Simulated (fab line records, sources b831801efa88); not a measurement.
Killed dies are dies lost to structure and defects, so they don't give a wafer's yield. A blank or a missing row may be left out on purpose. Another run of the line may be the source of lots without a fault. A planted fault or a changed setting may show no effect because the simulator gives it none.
Which tool did it? ; flow gf180mcu ; 6 lots, 18 wafers sampled, at 4 steps of a route of 602

== WHAT THE GAUGES READ, wafer by wafer ==
GF_M2_THK_MEAS_06: measures by xrf.
lot;measured;on;M2_ALCU_THK (nm)
L437;day 20 03:31;film_metro-03;443 443 442
L439;day 21 06:31;film_metro-01;448 451 455
L442;day 21 21:59;film_metro-03;439 439 435
L448;day 24 05:58;film_metro-03;400 402 403
L452;day 25 15:35;film_metro-03;440 439 453
L455;day 26 10:11;film_metro-03;445 445 442

== WHAT TOOL EACH LOT RAN ON (gives the tool, then ch and the chambers of the sampled wafers, and finally the start) ==
lot;GF_V1_ETCH_16;GF_V1_SPUTTER_21;GF_M2_SPUTTER_04
L437;rie_diel-04 ch 1,2, day 20 01:49;pvd_sputter-01, day 20 02:29;pvd_sputter-04, day 20 03:21
L439;rie_diel-04 ch 0,1, day 21 04:44;pvd_sputter-01, day 21 05:29;pvd_sputter-02, day 21 06:22
L442;rie_diel-04 ch 0,2,3, day 21 20:11;pvd_sputter-01, day 21 20:56;pvd_sputter-02, day 21 21:49
L448;rie_diel-04 ch 2,3, day 24 04:14;pvd_sputter-02, day 24 04:54;pvd_sputter-04, day 24 05:47
L452;rie_diel-03 ch 0,1,2, day 25 13:53;pvd_sputter-02, day 25 14:33;pvd_sputter-03, day 25 15:26
L455;rie_diel-04 ch 0,3, day 26 08:22;pvd_sputter-03, day 26 09:02;pvd_sputter-02, day 26 10:01
- GF_V1_ETCH_16: etches BARC in N2/H2.
- GF_V1_SPUTTER_21: material Ti, target thk 15 nm, time 80.02 s.
- GF_M2_SPUTTER_04: material TiN, target thk 50 nm, time 41.7 s.

== THE ANSWER, worked out from the rows above alone ==
Rule: what is usual is taken from the lots themselves. The widest of any qualifying gaps counts: lots, ordered by their means at a reading, are off when they make up no more than a third of the lots, leave a main group of 4 or more, and stand apart from it by 3 or more times the standard deviation of that group's means. Not used: any main group whose means are identical at the precision the tables above print for the reading. Also off: a lot with no number at a reading for which 4 or more lots have one. The other lots that the step has rows for count as sound.
Off: L448, at GF_M2_THK_MEAS_06 (M2_ALCU_THK). Main group: mean 444 nm, sd 4.4.
A tool fits if, at a process step before that reading, it ran every lot that is off, and no sound lot after the first of them. Those tools and the gauges at GF_M2_THK_MEAS_06 are tried in the same way. One candidate fits, namely pvd_sputter-04 at GF_M2_SPUTTER_04. Its last sound lot is L437 (day 20 03:21), its first lot that is off L448 (day 24 05:47): a fault that began between those two fits.

== WHAT HAD BEEN PUT IN BY THE SIMULATOR ==
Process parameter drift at GF_M2_SPUTTER_04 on pvd_sputter-04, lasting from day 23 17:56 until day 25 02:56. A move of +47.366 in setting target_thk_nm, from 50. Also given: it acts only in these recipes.
Lots struck among those shown: L448. The same result came from the rule above.
